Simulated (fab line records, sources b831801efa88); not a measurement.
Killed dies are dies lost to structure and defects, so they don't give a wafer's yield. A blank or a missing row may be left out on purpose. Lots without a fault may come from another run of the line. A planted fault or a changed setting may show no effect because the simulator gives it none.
A struck lot beside a sound one | flow gf180mcu | 15 steps out of a route of 602
Sound: wafers L714.4, L714.5, L714.6. Struck: wafers L724.3, L724.5, L724.6. The cause comes at the end.
At each step with rows: each side's tool, then ch and its chambers, then its first start. Under that, the readings that differ: sound wafers | struck wafers | difference of the means | sigmas: that difference in standard deviations of wafers without a fault.
alike: readings whose means differ by less than 2 such deviations, and words and numbers that are the same on both sides. not compared: withheld readings, readings that some wafer has no value for, bounds like >300 that may hide the same value, and numbers for which the record gives no deviation and whose values overlap.
The two part at a step that has a row with sigmas, a row that says differs or no value, or rows on one side only. Numbers that don't overlap but have no deviation are shown without sigmas and don't part them. A reading that every wafer of one side lacks parts them only if that side has two wafers or more.

GF_HV_LDD_THK_MEAS_57:
  sound on film_metro-01, day 13 16:37; struck on film_metro-02, day 16 18:45
  alike: HV_LDD_CVD_56_THK
GF_HV_LDD_ETCHBACK_58: etches Si3N4 in CH3F/O2, stops on SiO2, time 100 s, target depth 90 nm.
  sound on rie_diel-03 ch 0,1,3, day 13 16:39; struck on rie_diel-03 ch 0,2, day 16 18:47
  alike: bias_w, drypump_motor_current_A, oes_product_au, throttle_valve_pct
  not compared: rf_hours_counter_h
then, 7 steps without rows for these wafers: GF_NSD_DEHYDRATE_00 (time 60 s); GF_NSD_HMDS_01 (prime time 60 s); GF_NSD_COAT_02 (resist thk 1000 nm); GF_NSD_SOFTBAKE_03 (time 60 s); GF_NSD_EXPOSE_04 (exposes mask Nplus, target cd 400 nm); GF_NSD_PEB_05; GF_NSD_DEVELOP_06 (develop time 60 s).
GF_NSD_CD_MEAS_07: target cd 400 nm.
  sound on cd_sem-01, day 14 13:43; struck on cd_sem-01, day 17 17:53
  alike: cd_nm
GF_NSD_OVL_MEAS_08:
  sound on overlay-01, day 14 13:47; struck on overlay-01, day 17 17:59
  alike: NSD_OVL
then, 1 step without rows for these wafers: GF_NSD_IMPLANT_09.
GF_NSD_IMPLANT_10:
  sound on implanter-02 ch 0, day 14 14:02; struck on implanter-01 ch 0, day 17 18:13
  reading                   | sound                | struck               | difference | sigmas
  beam_energy_keV           | 40.016 40.009 40.005 | 43.564 43.551 43.548 | +3.544     | +99 or more
  model.implant.rp_nm (nm)  | 48.2 48.2 48.2       | 53.92 53.92 53.92    | +5.72      |
  model.implant.drp_nm (nm) | 21.16 21.16 21.16    | 22.74 22.74 22.74    | +1.58      |
GF_NSD_STRIP_11: strips in O2/N2.
  sound on plasma_asher-01 ch 0,1, day 14 14:08; struck on plasma_asher-02 ch 0,1, day 17 18:20
  reading                      | sound             | struck            | difference | sigmas
  strip_time_to_endpoint_s (s) | 23.01 23.00 23.01 | 23.19 23.19 23.22 | +0.19      | +5
  alike: drypump_motor_current_A, heater_power_w, o2_flow_sccm, oes_product_au
  not compared: rf_hours_counter_h
GF_NSD_TW_MEAS_12:
  sound on film_metro-03, day 14 14:14; struck on film_metro-04, day 17 18:26
  alike: NSD_TW

WHERE THEY PART
First at GF_NSD_IMPLANT_10; last, within this record, at GF_NSD_STRIP_11. Later steps at which nothing parts them and some readings are alike: GF_NSD_TW_MEAS_12.

WHY: what the simulator had put in
Process parameter drift: implanter-01, from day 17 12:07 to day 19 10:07, at GF_NSD_IMPLANT_10. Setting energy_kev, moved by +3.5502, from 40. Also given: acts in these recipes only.
